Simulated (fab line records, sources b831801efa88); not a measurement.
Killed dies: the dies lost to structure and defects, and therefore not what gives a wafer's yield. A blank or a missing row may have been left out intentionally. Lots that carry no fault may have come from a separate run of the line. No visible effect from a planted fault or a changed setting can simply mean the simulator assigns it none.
A lot that was struck, set against a sound lot / flow sky130 / 15 steps out of a route of 708
Sound: wafers L296.1, L296.4, L296.5. Struck: wafer L307.2 (left out: L307.5, L307.6 of the same lot, which were not struck); the cause appears at the end.
Order at every step that has rows: each side's tool, ch and its chambers, its first start. Under that, the readings that differ: sound wafers / struck wafers / difference of the means / sigmas: that difference in standard deviations of wafers without a fault.
alike: same words and numbers on both sides, and readings whose means sit less than 2 such deviations apart. not compared: any withheld reading, any reading some wafer has no value for, any bound like >300 that may hide the same value, and any number with overlapping values for which the record gives no deviation.
A row with sigmas, a row that says differs or no value, or rows on one side alone: a step with any of these is where the two part. Numbers that don't overlap but have no deviation are shown without sigmas and don't part them. A reading missing from all wafers of one side parts the sides only when that side holds two or more wafers.

SKY_SONOS_ONO_THK_MEAS_03:
  struck on film_metro-03, day 17 17:47; sound on film_metro-03, day 13 18:28
  alike: SONOS_ONO_CVD_02_THK
then, 1 step without rows for these wafers: SKY_SONOS_ONO_CVD_04 (deposits SiO2 from SiH4/N2O, target thk 5.7199 nm).
SKY_SONOS_ONO_THK_MEAS_05:
  struck on film_metro-01, day 17 19:05; sound on film_metro-02, day 13 19:47
  alike: SONOS_ONO_CVD_04_THK
then, 7 steps without rows for these wafers: SKY_SONOS_ONO_DEHYDRATE_06 (time 60 s); SKY_SONOS_ONO_HMDS_07 (prime time 60 s); SKY_SONOS_ONO_COAT_08 (resist thk 1140 nm); SKY_SONOS_ONO_SOFTBAKE_09 (time 60 s); SKY_SONOS_ONO_EXPOSE_10 (exposes mask ONOM, target cd 410 nm); SKY_SONOS_ONO_PEB_11; SKY_SONOS_ONO_DEVELOP_12 (develop time 60 s).
SKY_SONOS_ONO_CD_MEAS_13: target cd 410 nm.
  struck on cd_sem-01, day 19 00:29; sound on cd_sem-02, day 14 21:23
reading=cd_nm (nm); sound=404.8 404.4 408.6; struck=414.0; difference=+8.1; sigmas=+4
SKY_SONOS_ONO_OVL_MEAS_14:
  struck on overlay-01, day 19 00:36; sound on overlay-02, day 14 21:30
  alike: SONOS_ONO_OVL
SKY_SONOS_ONO_ETCH_15: etches the open film in CHF3/O2, target depth 19.52 nm, time 7.8 s.
  sound on rie_diel-01 ch 2,3, day 14 21:32; struck on rie_diel-01 ch 0, day 19 00:38
reading=drypump_motor_current_A (A); sound=5.6 6.1 5.6; struck=4.8; difference=-1.0; sigmas=-2
reading=oes_product_au (a.u.); sound=0.983 1.002 0.983; struck=0.757; difference=-0.232; sigmas=-21
reading=throttle_valve_pct (%); sound=8.828 8.808 8.827; struck=8.767; difference=-0.054; sigmas=-6
reading=model.SONOS_ONO.feature_depth_nm (nm); sound=19.15 19.82 19.11; struck=12.04; difference=-7.32; sigmas=
reading=model.etch.depth_nm (nm); sound=19.15 19.82 19.11; struck=12.04; difference=-7.32; sigmas=
reading=model.NOVOLAK_of_SONOS_ONO_COAT_08.thk_nm (nm); sound=1114 1115 1111; struck=1117; difference=+4; sigmas=
  alike: chf3_flow_sccm
  not compared: rf_hours_counter_h
then, 1 step without rows for these wafers: SKY_SONOS_ONO_WET_ETCH_16 (etches SiO2 in dHF, target depth 14 nm, time 280 s).
-- record jumps: 31 days separate the struck wafers' starts on either side; left off in module SONOS_ONO, taken up again in module PAD_OPEN, whose first shown step is the route's number 708 --
SKY_PAD_OPEN_PROBE_99:
  struck on prober-01, day 50 05:32; sound on prober-01, day 47 17:21
reading=killed_short; sound=69 42 42; struck=36; difference=-15; sigmas=-2
reading=model.etest.nfet_16v.r_on_ohm_um; sound=1.402e+04 1.395e+04 1.394e+04; struck=1.787e+04; difference=+3.900e+03; sigmas=
reading=model.etest.pfet_16v.r_on_ohm_um; sound=1.548e+04 1.538e+04 1.563e+04; struck=1.626e+04; difference=+7.633e+02; sigmas=
reading=model.etest.pfet_g5v0d10v5.r_on_ohm_um; sound=4814 4869 4808; struck=5500; difference=+670; sigmas=
reading=model.etest.nfet_g5v0d10v5.r_on_ohm_um; sound=1864 1887 1886; struck=2449; difference=+570; sigmas=
reading=model.etest.nfet_g5v0d10v5.drive_ua_um; sound=606.3 609.5 609.4; struck=398.6; difference=-209.8; sigmas=
reading=model.etest.tip_sonos.rs_ohm_sq; sound=2640 2692 2685; struck=2806; difference=+134; sigmas=
reading=model.etest.nfet_05v0_nvt.drive_ua_um; sound=579.8 571.2 579.1; struck=422.8; difference=-153.9; sigmas=
reading=model.etest.nfet_16v.drive_ua_um; sound=222.5 220.9 223.3; struck=133.3; difference=-88.9; sigmas=
  alike: killed_at_M0_to_M3, killed_at_M4_up, killed_at_contacts, killed_at_front_end, killed_at_other, killed_dies, killed_open

WHERE THEY PART
At SKY_SONOS_ONO_CD_MEAS_13 first; at SKY_PAD_OPEN_PROBE_99 last (within this record only).

WHY: whatever the simulator had introduced
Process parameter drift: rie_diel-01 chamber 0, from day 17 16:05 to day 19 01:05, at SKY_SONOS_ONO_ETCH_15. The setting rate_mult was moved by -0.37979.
